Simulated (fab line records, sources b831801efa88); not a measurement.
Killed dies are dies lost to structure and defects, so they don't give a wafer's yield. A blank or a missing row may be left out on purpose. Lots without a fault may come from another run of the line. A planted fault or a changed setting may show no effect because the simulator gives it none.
Which tool did it? | flow gf180mcu | 6 lots, 18 wafers sampled, at 2 steps of a route of 602

WHAT THE GAUGES READ, wafer by wafer
GF_HV_LDD_TW_MEAS_23.
lot  | measured     | on            | HV_LDD_2_TW
L662 | day 11 19:25 | film_metro-02 | 1051 1049 1047
L670 | day 14 01:34 | film_metro-03 | 1050 1052 1050
L672 | day 14 17:16 | film_metro-02 | 1046 1043 1052
L674 | day 15 04:49 | film_metro-03 | 1050 1054 1057
L677 | day 16 02:32 | film_metro-03 | 1049 1048 1048
L679 | day 16 18:11 | film_metro-02 | 1113 1116 1120

WHICH TOOL RAN EACH LOT (tool, then ch and the chambers of the sampled wafers, then the start)
lot  | GF_HV_LDD_IMPLANT_21
L662 | implanter-03 ch 0, day 11 19:11
L670 | implanter-01 ch 0, day 14 01:20
L672 | implanter-04 ch 0, day 14 17:02
L674 | implanter-04 ch 0, day 15 04:36
L677 | implanter-03 ch 0, day 16 02:17
L679 | implanter-04 ch 0, day 16 17:58
- GF_HV_LDD_IMPLANT_21

THE ANSWER, worked out from the rows above alone
Rule: what is usual is taken from the lots themselves. Put in order of their means at a reading, lots are off if they are a third of the lots or fewer, leave a main group of 4 or more, and stand apart from it by a gap of 3 or more times the standard deviation of the main group's means; of several such gaps the widest counts. A main group whose means are all the same, to the digits that the tables above print for the reading, isn't used. A lot without any number at a reading at which 4 lots or more have one is off too. The other lots that the step has rows for count as sound.
Off: L679, at GF_HV_LDD_TW_MEAS_23 (HV_LDD_2_TW). The main group: mean 1050, standard deviation 2.3.
A tool fits if, at a process step before that reading, it ran every lot that is off, and no sound lot after the first of them. The gauges at GF_HV_LDD_TW_MEAS_23 are tried like those tools. Can't be told from this: 2 tools fit, implanter-04 at GF_HV_LDD_IMPLANT_21, film_metro-02 at GF_HV_LDD_TW_MEAS_23.

WHAT THE SIMULATOR HAD PUT IN
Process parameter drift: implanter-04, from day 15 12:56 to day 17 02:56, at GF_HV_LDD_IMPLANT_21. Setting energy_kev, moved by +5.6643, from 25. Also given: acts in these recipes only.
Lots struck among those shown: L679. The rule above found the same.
